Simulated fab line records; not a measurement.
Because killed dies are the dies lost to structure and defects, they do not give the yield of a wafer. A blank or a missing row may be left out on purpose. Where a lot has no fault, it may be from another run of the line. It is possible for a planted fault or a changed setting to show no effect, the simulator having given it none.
Which tool was responsible?	flow sky130	6 lots, 18 wafers sampled, at 3 steps of a route of 708

## WHAT THE GAUGES SHOWED, per wafer
SKY_SD_N_CD_MEAS_07 targets a cd of 380 nm.
lot	measured	on	cd-nm (nm)
L380	day 28 15:46	cd-sem-02	374.3 375.4 374.4
L386	day 31 03:43	cd-sem-01	382.3 383.2 384.2
L389	day 32 01:04	cd-sem-02	378.8 381.5 376.1
L392	day 32 18:41	cd-sem-02	382.0 381.5 379.3
L398	day 34 20:07	cd-sem-02	382.7 382.8 381.0
L400	day 35 04:40	cd-sem-01	377.2 378.8 378.3

## TOOL THAT RAN EACH LOT (tool first, then ch and the chambers of the sampled wafers, then the start)
lot	SKY_LDD_N_STRIP_16	SKY_SD_N_EXPOSE_04
L380	plasma-asher-03 ch 0,1, day 18 13:33	iline-stepper-01 ch 0, day 28 01:13
L386	plasma-asher-01 ch 0,1, day 21 03:03	iline-stepper-02 ch 0, day 30 13:52
L389	plasma-asher-03 ch 0,1, day 22 06:00	iline-stepper-01 ch 0, day 31 11:08
L392	plasma-asher-02 ch 0,1, day 23 01:51	iline-stepper-01 ch 0, day 32 05:44
L398	plasma-asher-02 ch 0,1, day 25 10:05	iline-stepper-01 ch 0, day 34 07:00
L400	plasma-asher-01 ch 0,1, day 25 19:06	iline-stepper-01 ch 0, day 34 16:09
- SKY_LDD_N_STRIP_16: strips in O2/N2.
- SKY_SD_N_EXPOSE_04: exposes mask NSDM, target cd 380 nm.

## THE ANSWER, worked out from the rows above alone
Rule: the lots themselves supply what counts as usual. Put in order of their means at a reading, lots are off if they are a third of the lots or fewer, leave a main group of 4 or more, and stand apart from it by a gap of 3 or more times the standard deviation of the main group's means; of several such gaps the widest counts. A main group is skipped when, at the precision printed for the reading in the tables above, its means are all equal. Also off: a lot with no number at a reading for which 4 or more lots have one. Any other lot the step has rows for is counted as sound.
No lot is off at any reading shown: from this, nothing can be told.

## WHAT HAD BEEN PUT IN BY THE SIMULATOR
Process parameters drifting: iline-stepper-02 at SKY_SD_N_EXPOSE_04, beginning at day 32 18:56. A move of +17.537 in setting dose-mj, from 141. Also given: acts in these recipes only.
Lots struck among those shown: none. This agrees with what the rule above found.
